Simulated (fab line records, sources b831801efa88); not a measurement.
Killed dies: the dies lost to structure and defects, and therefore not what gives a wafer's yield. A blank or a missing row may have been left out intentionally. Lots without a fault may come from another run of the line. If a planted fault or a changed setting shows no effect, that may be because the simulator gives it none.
Which of the tools did it? -- flow gf180mcu -- 12 lots with 36 wafers sampled at 5 steps, on a route of 602 steps

WHAT THE GAUGES SHOWED, per wafer
GF_VT_IMPLANT_OVL_MEAS_18.
lot,measured,on,VT_IMPLANT_01_OVL (nm)
L312,day 6 06:53,overlay-02,1.0 -0.1 0.2
L313,day 6 11:18,overlay-01,0.7 -1.1 -1.2
L317,day 7 12:56,overlay-01,- - -
L322,day 8 21:02,overlay-01,0.1 1.1 -1.6
L324,day 9 09:04,overlay-01,-1.5 -2.2 -0.5
L329,day 10 16:17,overlay-01,-0.9 1.0 2.7
L330,day 10 22:37,overlay-02,0.0 -2.7 -0.7
L331,day 11 05:44,overlay-02,0.7 0.3 -0.6
L332,day 11 11:14,overlay-02,2.6 3.3 1.1
L333,day 11 18:29,overlay-01,-0.1 0.2 -0.3
L334,day 12 00:10,overlay-01,-0.9 -0.8 1.2
L335,day 12 09:44,overlay-01,-0.8 -0.6 -0.5

GF_VT_IMPLANT_TW_MEAS_21.
lot,measured,on,VT_IMPLANT_2_TW
L312,day 6 07:10,film_metro-02,1204 1210 1201
L313,day 6 11:35,film_metro-01,1234 1244 1232
L317,day 7 13:13,film_metro-04,30 30 30
L322,day 8 21:19,film_metro-04,1207 1206 1201
L324,day 9 09:22,film_metro-02,1209 1211 1203
L329,day 10 16:34,film_metro-02,1213 1215 1205
L330,day 10 22:56,film_metro-01,1226 1233 1230
L331,day 11 06:01,film_metro-01,1238 1236 1236
L332,day 11 11:32,film_metro-02,1205 1202 1200
L333,day 11 18:46,film_metro-04,1212 1206 1211
L334,day 12 00:28,film_metro-01,1241 1244 1242
L335,day 12 10:01,film_metro-02,1211 1213 1213

GF_POLY_GATE_OVL_MEAS_11.
lot,measured,on,POLY_GATE_OVL (nm)
L312,day 9 06:48,overlay-02,0 7 11
L313,day 9 09:59,overlay-02,6 8 -3
L322,day 12 06:49,overlay-01,-1 1 -1
L324,day 12 17:13,overlay-01,-8 4 8
L329,day 14 02:16,overlay-01,-5 -1 -6
L330,day 14 09:35,overlay-01,-4 0 -9
L331,day 14 21:28,overlay-01,3 -4 10
L332,day 15 00:50,overlay-02,5 9 10
L333,day 15 09:28,overlay-02,-2 8 0
L334,day 15 15:41,overlay-02,17 11 10
L335,day 16 03:31,overlay-01,0 5 -3

GF_SAB_CD_MEAS_09: the cd target is 420 nm.
lot,measured,on,cd_nm (nm)
L312,day 15 02:37,cd_sem-02,422.8 420.3 420.9
L313,day 15 07:07,cd_sem-01,422.8 420.6 423.1
L322,day 18 22:55,cd_sem-01,419.0 418.2 416.4
L324,day 19 10:57,cd_sem-01,422.7 422.7 424.1
L329,day 21 01:25,cd_sem-01,420.0 420.5 421.4
L330,day 21 10:49,cd_sem-01,425.3 426.2 426.6
L331,day 21 23:44,cd_sem-01,421.7 421.7 423.1
L332,day 22 05:04,cd_sem-01,421.2 422.4 422.7
L333,day 22 12:10,cd_sem-01,417.3 416.5 417.8
L334,day 22 20:25,cd_sem-01,423.5 426.2 423.3
L335,day 23 07:29,cd_sem-01,423.6 422.0 421.0

EACH LOT AND THE TOOL THAT RAN IT (in order: tool; ch and the chambers of the sampled wafers; start)
lot,GF_VT_IMPLANT_EXPOSE_15
L312,"iline_stepper-02 ch 0, day 5 23:35"
L313,"iline_stepper-01 ch 0, day 6 04:16"
L317,"iline_stepper-02 ch 0, day 7 04:52"
L322,"iline_stepper-01 ch 0, day 8 12:46"
L324,"iline_stepper-02 ch 0, day 9 00:50"
L329,"iline_stepper-01 ch 0, day 10 07:50"
L330,"iline_stepper-02 ch 0, day 10 13:51"
L331,"iline_stepper-02 ch 0, day 10 21:05"
L332,"iline_stepper-01 ch 0, day 11 02:41"
L333,"iline_stepper-01 ch 0, day 11 09:14"
L334,"iline_stepper-02 ch 0, day 11 14:03"
L335,"iline_stepper-02 ch 0, day 12 00:26"
- GF_VT_IMPLANT_EXPOSE_15: exposes mask Nwell LV AREA, target cd 860 nm.

WHAT THE TOOLS THEMSELVES READ (means of the sampled wafers that have a number; where no wafer has one, the mark that the record gives instead)
The record holds no such reading with a usual standard deviation.

THE ANSWER, worked out from the rows above alone
Rule: what is usual is taken from the lots themselves. The widest of any qualifying gaps counts: lots, ordered by their means at a reading, are off when they make up no more than a third of the lots, leave a main group of 4 or more, and stand apart from it by 3 or more times the standard deviation of that group's means. A main group whose means are all the same, to the digits that the tables above print for the reading, isn't used. Also off: a lot with no number at a reading for which 4 or more lots have one. All remaining lots with rows at the step are treated as sound. Order of review: gauges by route order, followed by the tools' own readings, for which a lot's mean as printed above is used. At the first step where some lot is off, the reading lying furthest off is the one used; lots without a number count as furthest.
Off: L317, at GF_VT_IMPLANT_OVL_MEAS_18 (VT_IMPLANT_01_OVL). Without a number there: L317. Main group: mean -0.0 nm, sd 0.97.
A tool fits if, at a process step before that reading, it ran every lot that is off, and no sound lot after the first of them. Not tried: the gauges at GF_VT_IMPLANT_OVL_MEAS_18; whatever is off there is also off at GF_VT_IMPLANT_TW_MEAS_21, on other tools, and gauge error can't account for it. Not one of the candidates tried fits.

WHAT WAS PUT IN BY THE SIMULATOR
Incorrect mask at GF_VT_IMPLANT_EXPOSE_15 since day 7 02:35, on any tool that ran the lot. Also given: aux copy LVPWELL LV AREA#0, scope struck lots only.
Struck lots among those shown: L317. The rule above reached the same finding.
